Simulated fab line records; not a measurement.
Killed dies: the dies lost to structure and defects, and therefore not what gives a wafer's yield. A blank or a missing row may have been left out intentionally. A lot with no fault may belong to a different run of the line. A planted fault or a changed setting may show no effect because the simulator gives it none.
2 desks looking at one fault | flow sky130 | each desk has only its own numbers; what lay behind them comes last

## METROLOGY DESK
What the gauges read, lot by lot, whatever tool the lot ran on: means of the sampled wafers that have a number. Any lot whose mean is over 4 standard deviations away from the usual mean is out of limits and marked OUT; that distance is given in the brackets.
Columns: A = cd nm at SKY_METAL1_CD_MEAS_15, usual 139.7 nm; B = VIA1_W_RS at SKY_VIA1_RS_MEAS_22, usual 0.425 ohm/sq; C = METAL2_OVL at SKY_METAL2_OVL_MEAS_16, usual -1 nm
lot  | first seen here | A     | B     | C
L805 | day 33 06:38    | 139.3 | 0.420 | -4
L806 | day 33 11:03    | 138.1 | 0.426 | 1
L807 | day 33 19:06    | 140.7 | 0.425 | -7
L809 | day 34 13:05    | 138.8 | 0.433 | -3
L811 | day 35 22:50    | 140.4 | 0.427 | -2
L812 | day 36 15:04    | 138.9 | 0.425 | 2
L813 | day 36 16:10    | 139.5 | 0.427 | 0
L814 | day 37 01:16    | 138.3 | 0.425 | -5
L816 | day 37 14:09    | 140.3 | 0.424 | 7
L817 | day 37 15:13    | 137.5 | 0.426 | 3
L819 | day 37 23:49    | 141.3 | 0.427 | -4
L821 | day 38 04:47    | 138.5 | 0.420 | -3
L825 | day 39 14:43    | 138.9 | 0.425 | 4
Result from this desk: across the 13 lots, nothing is out of limits.

## AT THE TOOL OWNER'S DESK: pvd sputter-03
The tool's own readings at SKY_METAL2_SPUTTER_02 (material AlCu, target thk 250 nm, time 13.3 s): means of the sampled wafers that have a number, for each lot that ran on this tool. Any lot whose mean is over 4 standard deviations away from the usual mean is out of limits and marked OUT; that distance is given in the brackets.
Columns: A = cathode dc power W at SKY_METAL2_SPUTTER_02, usual 10600 W; B = chamber pressure pa at SKY_METAL2_SPUTTER_02, usual 0.4000 Pa; C = throttle valve pct at SKY_METAL2_SPUTTER_02, usual 29.6 %
lot  | first seen here | A     | B                | C
L807 | day 34 22:59    | 10600 | 0.4001           | 29.7
L811 | day 37 03:28    | 10599 | 0.4013           | 29.7
L814 | day 38 05:18    | 10600 | 0.4003           | 29.5
L817 | day 38 18:54    | 10599 | 0.3790 (-17) OUT | 30.3
L821 | day 39 08:28    | 10599 | 0.3595 (-34) OUT | 31.0
This desk finds L817, L821 out of limits, L817 being first, at day 38 18:54 (chamber pressure pa at SKY_METAL2_SPUTTER_02). L807, L811, L814 stayed within limits.

## BROUGHT TOGETHER
The tool owner's desk could have raised an alarm at day 38 18:54, on L817, L821.
Metrology desk: nothing out of limits seen.
The metrology desk has L817, L821 on record, within its limits.
The lots listed all ran SKY_METAL2_SPUTTER_02 on pvd sputter-03.

## WHAT HAD BEEN PUT IN BY THE SIMULATOR
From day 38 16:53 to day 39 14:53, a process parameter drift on pvd sputter-03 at SKY_METAL2_SPUTTER_02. A move of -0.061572 in setting chamber pressure pa, from 0.4. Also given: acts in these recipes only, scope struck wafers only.
Shown lots that were struck: L817, L821.
Hours from the fault's start to each desk's first reading out of limits: the tool owner's desk, 2.
